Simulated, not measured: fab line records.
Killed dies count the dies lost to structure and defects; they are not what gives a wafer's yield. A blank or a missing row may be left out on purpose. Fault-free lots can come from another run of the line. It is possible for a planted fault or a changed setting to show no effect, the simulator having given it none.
Which of the tools did it? || flow gf180mcu || 14 lots with 42 wafers sampled at 5 steps, on a route of 602 steps

== WHAT EACH GAUGE READ, for each wafer ==
GF_POLY_GATE_OVL_MEAS_11.
{"lot": "L952", "measured": "day 9 10:50", "on": "overlay-01", "POLY_GATE_OVL (nm)": "1 5 1"}
{"lot": "L953", "measured": "day 9 12:04", "on": "overlay-02", "POLY_GATE_OVL (nm)": "3 -3 -3"}
{"lot": "L954", "measured": "day 10 01:45", "on": "overlay-01", "POLY_GATE_OVL (nm)": "-5 -8 -4"}
{"lot": "L955", "measured": "day 10 07:55", "on": "overlay-01", "POLY_GATE_OVL (nm)": "3 0 2"}
{"lot": "L961", "measured": "day 12 01:13", "on": "overlay-01", "POLY_GATE_OVL (nm)": "-3 -2 0"}
{"lot": "L962", "measured": "day 12 14:05", "on": "overlay-01", "POLY_GATE_OVL (nm)": "1 -2 -3"}
{"lot": "L963", "measured": "day 12 15:03", "on": "overlay-01", "POLY_GATE_OVL (nm)": "8 6 4"}
{"lot": "L964", "measured": "day 13 06:58", "on": "overlay-01", "POLY_GATE_OVL (nm)": "2 0 2"}
{"lot": "L965", "measured": "day 13 13:55", "on": "overlay-01", "POLY_GATE_OVL (nm)": "-10 -14 -8"}
{"lot": "L969", "measured": "day 14 19:33", "on": "overlay-02", "POLY_GATE_OVL (nm)": "6 12 2"}
{"lot": "L970", "measured": "day 15 03:02", "on": "overlay-02", "POLY_GATE_OVL (nm)": "-7 -11 -10"}
{"lot": "L972", "measured": "day 15 18:35", "on": "overlay-02", "POLY_GATE_OVL (nm)": "3 9 2"}
{"lot": "L973", "measured": "day 15 22:23", "on": "overlay-02", "POLY_GATE_OVL (nm)": "2 0 1"}
{"lot": "L974", "measured": "day 16 07:11", "on": "overlay-01", "POLY_GATE_OVL (nm)": "7 1 -1"}

GF_HV_LDD_OVL_MEAS_47.
{"lot": "L952", "measured": "day 12 14:26", "on": "overlay-01", "HV_LDD_03_OVL (nm)": "0.5 1.6 -0.7"}
{"lot": "L953", "measured": "day 12 16:37", "on": "overlay-01", "HV_LDD_03_OVL (nm)": "1.7 2.1 1.5"}
{"lot": "L954", "measured": "day 13 07:35", "on": "overlay-02", "HV_LDD_03_OVL (nm)": "1.0 0.9 0.5"}
{"lot": "L955", "measured": "day 13 14:28", "on": "overlay-01", "HV_LDD_03_OVL (nm)": "0.1 0.2 1.4"}
{"lot": "L961", "measured": "day 15 14:10", "on": "overlay-01", "HV_LDD_03_OVL (nm)": "1.0 0.8 0.8"}
{"lot": "L962", "measured": "day 16 03:37", "on": "overlay-01", "HV_LDD_03_OVL (nm)": "0.1 -0.4 0.5"}
{"lot": "L963", "measured": "day 16 05:46", "on": "overlay-02", "HV_LDD_03_OVL (nm)": "0.7 1.2 2.2"}
{"lot": "L964", "measured": "day 17 00:07", "on": "overlay-02", "HV_LDD_03_OVL (nm)": "0.0 -1.7 -0.9"}
{"lot": "L965", "measured": "day 17 07:31", "on": "overlay-01", "HV_LDD_03_OVL (nm)": "1.2 2.0 2.6"}
{"lot": "L969", "measured": "day 18 17:13", "on": "overlay-02", "HV_LDD_03_OVL (nm)": "0.7 2.9 2.0"}
{"lot": "L970", "measured": "day 19 01:49", "on": "overlay-01", "HV_LDD_03_OVL (nm)": "4.4 2.8 2.9"}
{"lot": "L972", "measured": "day 19 19:47", "on": "overlay-02", "HV_LDD_03_OVL (nm)": "2.2 0.7 3.1"}
{"lot": "L973", "measured": "day 19 23:04", "on": "overlay-02", "HV_LDD_03_OVL (nm)": "1.1 0.5 0.7"}
{"lot": "L974", "measured": "day 20 07:34", "on": "overlay-02", "HV_LDD_03_OVL (nm)": "0.9 -0.2 -1.9"}

GF_HV_LDD_RS_MEAS_53: measures by four-point-probe.
{"lot": "L952", "measured": "day 12 14:54", "on": "film-metro-01", "HV_LDD_RS (ohm/sq)": "419.5 419.6 419.6"}
{"lot": "L953", "measured": "day 12 17:05", "on": "film-metro-01", "HV_LDD_RS (ohm/sq)": "417.4 418.0 418.3"}
{"lot": "L954", "measured": "day 13 08:07", "on": "film-metro-03", "HV_LDD_RS (ohm/sq)": "418.4 419.7 418.4"}
{"lot": "L955", "measured": "day 13 14:57", "on": "film-metro-02", "HV_LDD_RS (ohm/sq)": "419.2 418.9 419.4"}
{"lot": "L961", "measured": "day 15 14:47", "on": "film-metro-01", "HV_LDD_RS (ohm/sq)": "416.9 418.3 418.3"}
{"lot": "L962", "measured": "day 16 04:15", "on": "film-metro-01", "HV_LDD_RS (ohm/sq)": "- - -"}
{"lot": "L963", "measured": "day 16 06:15", "on": "film-metro-02", "HV_LDD_RS (ohm/sq)": "- - -"}
{"lot": "L964", "measured": "day 17 00:45", "on": "film-metro-03", "HV_LDD_RS (ohm/sq)": "- - -"}
{"lot": "L965", "measured": "day 17 07:59", "on": "film-metro-02", "HV_LDD_RS (ohm/sq)": "418.8 418.3 418.2"}
{"lot": "L969", "measured": "day 18 17:43", "on": "film-metro-01", "HV_LDD_RS (ohm/sq)": "417.5 418.2 419.2"}
{"lot": "L970", "measured": "day 19 02:18", "on": "film-metro-02", "HV_LDD_RS (ohm/sq)": "417.6 418.6 418.3"}
{"lot": "L972", "measured": "day 19 20:15", "on": "film-metro-03", "HV_LDD_RS (ohm/sq)": "418.6 417.3 419.0"}
{"lot": "L973", "measured": "day 19 23:32", "on": "film-metro-03", "HV_LDD_RS (ohm/sq)": "419.4 417.0 418.1"}
{"lot": "L974", "measured": "day 20 08:02", "on": "film-metro-01", "HV_LDD_RS (ohm/sq)": "418.0 418.1 418.7"}

GF_HV_LDD_THK_MEAS_57.
{"lot": "L952", "measured": "day 12 17:31", "on": "film-metro-03", "HV_LDD_CVD_56_THK (nm)": "89.0 88.8 89.5"}
{"lot": "L953", "measured": "day 12 19:43", "on": "film-metro-02", "HV_LDD_CVD_56_THK (nm)": "88.6 88.8 88.8"}
{"lot": "L954", "measured": "day 13 11:05", "on": "film-metro-01", "HV_LDD_CVD_56_THK (nm)": "89.9 90.3 90.4"}
{"lot": "L955", "measured": "day 13 17:34", "on": "film-metro-01", "HV_LDD_CVD_56_THK (nm)": "88.7 90.1 89.7"}
{"lot": "L961", "measured": "day 15 17:25", "on": "film-metro-03", "HV_LDD_CVD_56_THK (nm)": "89.8 89.5 90.6"}
{"lot": "L962", "measured": "day 16 06:52", "on": "film-metro-03", "HV_LDD_CVD_56_THK (nm)": "89.9 89.3 89.2"}
{"lot": "L963", "measured": "day 16 10:08", "on": "film-metro-01", "HV_LDD_CVD_56_THK (nm)": "90.6 90.3 90.2"}
{"lot": "L964", "measured": "day 17 03:22", "on": "film-metro-03", "HV_LDD_CVD_56_THK (nm)": "88.9 88.1 88.8"}
{"lot": "L965", "measured": "day 17 10:37", "on": "film-metro-03", "HV_LDD_CVD_56_THK (nm)": "89.7 89.8 89.7"}
{"lot": "L969", "measured": "day 18 20:19", "on": "film-metro-01", "HV_LDD_CVD_56_THK (nm)": "90.3 89.3 89.2"}
{"lot": "L970", "measured": "day 19 05:26", "on": "film-metro-01", "HV_LDD_CVD_56_THK (nm)": "89.2 89.6 90.1"}
{"lot": "L972", "measured": "day 19 22:53", "on": "film-metro-01", "HV_LDD_CVD_56_THK (nm)": "89.1 89.3 88.9"}
{"lot": "L973", "measured": "day 20 02:10", "on": "film-metro-02", "HV_LDD_CVD_56_THK (nm)": "88.7 89.5 89.1"}
{"lot": "L974", "measured": "day 20 10:40", "on": "film-metro-03", "HV_LDD_CVD_56_THK (nm)": "91.4 91.7 91.4"}

== WHICH TOOL RAN EACH LOT (tool, then ch and the chambers of the sampled wafers, then the start) ==
{"lot": "L952", "GF_HV_LDD_IMPLANT_34": "implanter-01 ch 0, day 11 18:46"}
{"lot": "L953", "GF_HV_LDD_IMPLANT_34": "implanter-01 ch 0, day 11 20:55"}
{"lot": "L954", "GF_HV_LDD_IMPLANT_34": "implanter-04 ch 0, day 12 11:03"}
{"lot": "L955", "GF_HV_LDD_IMPLANT_34": "implanter-01 ch 0, day 12 18:47"}
{"lot": "L961", "GF_HV_LDD_IMPLANT_34": "implanter-01 ch 0, day 14 16:20"}
{"lot": "L962", "GF_HV_LDD_IMPLANT_34": "implanter-04 ch 0, day 15 05:20"}
{"lot": "L963", "GF_HV_LDD_IMPLANT_34": "implanter-04 ch 0, day 15 07:14"}
{"lot": "L964", "GF_HV_LDD_IMPLANT_34": "implanter-04 ch 0, day 16 01:04"}
{"lot": "L965", "GF_HV_LDD_IMPLANT_34": "implanter-02 ch 0, day 16 08:39"}
{"lot": "L969", "GF_HV_LDD_IMPLANT_34": "implanter-02 ch 0, day 17 16:45"}
{"lot": "L970", "GF_HV_LDD_IMPLANT_34": "implanter-02 ch 0, day 18 01:44"}
{"lot": "L972", "GF_HV_LDD_IMPLANT_34": "implanter-02 ch 0, day 18 18:57"}
{"lot": "L973", "GF_HV_LDD_IMPLANT_34": "implanter-04 ch 0, day 18 22:21"}
{"lot": "L974", "GF_HV_LDD_IMPLANT_34": "implanter-02 ch 0, day 19 07:03"}
- GF_HV_LDD_IMPLANT_34

== AS READ BY THE TOOLS THEMSELVES (means over the sampled wafers that have a number; for cases with no such wafer, the mark the record gives instead) ==
GF_HV_LDD_IMPLANT_34.
{"lot": "L952", "tool": "implanter-01", "tilt-deg (degrees)": 29.988}
{"lot": "L953", "tool": "implanter-01", "tilt-deg (degrees)": 30.013}
{"lot": "L954", "tool": "implanter-04", "tilt-deg (degrees)": 30.011}
{"lot": "L955", "tool": "implanter-01", "tilt-deg (degrees)": 30.020}
{"lot": "L961", "tool": "implanter-01", "tilt-deg (degrees)": 30.018}
{"lot": "L962", "tool": "implanter-04", "tilt-deg (degrees)": 34.370}
{"lot": "L963", "tool": "implanter-04", "tilt-deg (degrees)": 34.360}
{"lot": "L964", "tool": "implanter-04", "tilt-deg (degrees)": 34.336}
{"lot": "L965", "tool": "implanter-02", "tilt-deg (degrees)": 29.996}
{"lot": "L969", "tool": "implanter-02", "tilt-deg (degrees)": 29.972}
{"lot": "L970", "tool": "implanter-02", "tilt-deg (degrees)": 30.010}
{"lot": "L972", "tool": "implanter-02", "tilt-deg (degrees)": 29.999}
{"lot": "L973", "tool": "implanter-04", "tilt-deg (degrees)": 30.014}
{"lot": "L974", "tool": "implanter-02", "tilt-deg (degrees)": 30.005}

== THE ANSWER, worked out from the rows above alone ==
Rule: the lots themselves supply what counts as usual. The widest of any qualifying gaps counts: lots, ordered by their means at a reading, are off when they make up no more than a third of the lots, leave a main group of 4 or more, and stand apart from it by 3 or more times the standard deviation of that group's means. A main group whose means are all the same, to the digits that the tables above print for the reading, isn't used. Also off: a lot with no number at a reading for which 4 or more lots have one. Where the step has rows for the other lots, those lots are counted as sound. Order of review: gauges by route order, followed by the tools' own readings, for which a lot's mean as printed above is used. The first step at which some lot is off is used, and at that step the reading that is off furthest; a lot without a number counts as furthest.
Off: at GF_HV_LDD_RS_MEAS_53 (HV_LDD_RS), L962, L963, L964. Without a number there: L962, L963, L964. The main group: mean 418.4 ohm/sq, standard deviation 0.51.
If a tool, at a process step before that reading, ran all the lots that are off and no sound lot after the first of them, it fits. Not tried: the gauges at GF_HV_LDD_RS_MEAS_53; whatever is off there is also off at GF_HV_LDD_IMPLANT_34, on other tools, and gauge error can't account for it. No candidate that was tried fits.

== WHAT WAS PUT IN BY THE SIMULATOR ==
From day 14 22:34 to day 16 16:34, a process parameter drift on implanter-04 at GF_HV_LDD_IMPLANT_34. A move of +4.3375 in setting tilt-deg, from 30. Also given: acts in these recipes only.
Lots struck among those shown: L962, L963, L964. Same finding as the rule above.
